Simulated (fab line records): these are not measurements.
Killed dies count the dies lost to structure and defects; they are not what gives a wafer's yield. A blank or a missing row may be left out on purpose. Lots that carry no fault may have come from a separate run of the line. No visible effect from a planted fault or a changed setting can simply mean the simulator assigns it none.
Matching of chambers | flow sky130 | SKY_POLY_CUT_ETCH_10 on rie diel-03 has 4 sister chambers
The step etches BARC in N2/H2, stops on SiO2, time 45.9 s, target depth 60 nm. 8 wafers are shown with their chamber, then 9 later ones without.

EACH WAFER AND ITS CHAMBER
wafer  | chamber | drypump motor current A (A) | throttle valve pct (%)
L076.4 | 1       | 5.0                         | 13.222
L078.2 | 1       | 5.0                         | 13.224
L078.3 | 3       | 5.3                         | 13.227
L080.3 | 3       | 5.2                         | 13.240
L080.6 | 0       | 5.1                         | 13.232
L081.2 | 2       | 5.7                         | 13.242
L081.3 | 0       | 5.1                         | 13.239
L081.5 | 2       | 5.7                         | 13.227

WAFERS WHOSE CHAMBER IS MISSING
wafer  | drypump motor current A (A) | throttle valve pct (%)
L091.4 | 5.0                         | 13.215
L091.5 | 5.3                         | 13.231
L091.6 | 5.7                         | 13.215
L095.1 | 5.0                         | 13.223
L095.2 | 5.3                         | 13.227
L095.5 | 5.7                         | 13.220
L097.3 | 5.3                         | 13.221
L097.4 | 5.3                         | 13.222
L097.5 | 5.1                         | 13.213

WHICH CHAMBER EACH ONE RAN IN
wafer  | from the rows above     | in truth
L091.4 | 1                       | 1
L091.5 | 3                       | 3
L091.6 | 2                       | 2
L095.1 | 1                       | 1
L095.2 | 3                       | 3
L095.5 | 2                       | 2
L097.3 | 3                       | 3
L097.4 | 3                       | 3
L097.5 | can't be placed: 0 or 1 | 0
Correctly placed: 8 of 9. From these rows, 1 cannot be placed; in 1 the true chamber is one of the candidates. Wrongly placed: 0.
How it was worked out, from the rows above alone: a wafer's distance from a chamber is the root of the sum, over the readings, of the square of ((its reading less the chamber's mean) divided by the reading's scatter). If the next closest chamber is less than 2 further off than the closest, the wafer can't be placed; otherwise it belongs to the closest. The mean given for a chamber averages the wafers shown for that chamber. How the scatter is found: for the shown wafers, subtract from each reading the mean of its chamber, square and add these, divide the total by (wafers less chambers), then take the root.
